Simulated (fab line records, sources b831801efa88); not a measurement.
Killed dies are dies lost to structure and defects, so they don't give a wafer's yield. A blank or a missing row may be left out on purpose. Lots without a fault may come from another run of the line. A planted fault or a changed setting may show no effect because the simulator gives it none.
Chamber matching | flow sky130 | SKY_VIA2_CMP_02 on cmp-01: 4 sister chambers
The step polishes SiO2. 7 wafers are shown with their chamber, then 7 later ones without.

WAFERS WITH THEIR CHAMBER
wafer  | chamber | motor_current_A (A)
L227.1 | 1       | 12.7
L237.4 | 3       | 9.4
L239.2 | 0       | 10.0
L239.4 | 3       | 9.2
L239.5 | 2       | 13.6
L236.2 | 2       | 13.4
L236.4 | 0       | 9.6

WAFERS WITHOUT THEIR CHAMBER
wafer  | motor_current_A (A)
L236.5 | 9.2
L243.2 | 12.3
L243.3 | 13.2
L243.5 | 12.4
L246.2 | 9.8
L246.4 | 13.6
L246.5 | 9.5

WHICH CHAMBER EACH WENT THROUGH
wafer  | from the rows above     | in truth
L236.5 | 3                       | 3
L243.2 | 1                       | 1
L243.3 | can't be placed: 2 or 1 | 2
L243.5 | 1                       | 1
L246.2 | 0                       | 0
L246.4 | 2                       | 2
L246.5 | can't be placed: 3 or 0 | 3
Placed correctly: 5 of 7. Can't be placed from these rows: 2 (the true chamber is among the candidates in 2). Placed wrongly: 0.
How it was worked out, from the rows above alone: a wafer's distance from a chamber is the root of the sum, over the readings, of the square of ((its reading less the chamber's mean) divided by the reading's scatter). The wafer belongs to the nearest chamber; if the next one is less than 2 further off, it can't be placed. A chamber's mean is the mean of its shown wafers. The scatter: the root of (the sum of the squares of (reading less its chamber's mean) over the shown wafers, divided by (wafers less chambers)).
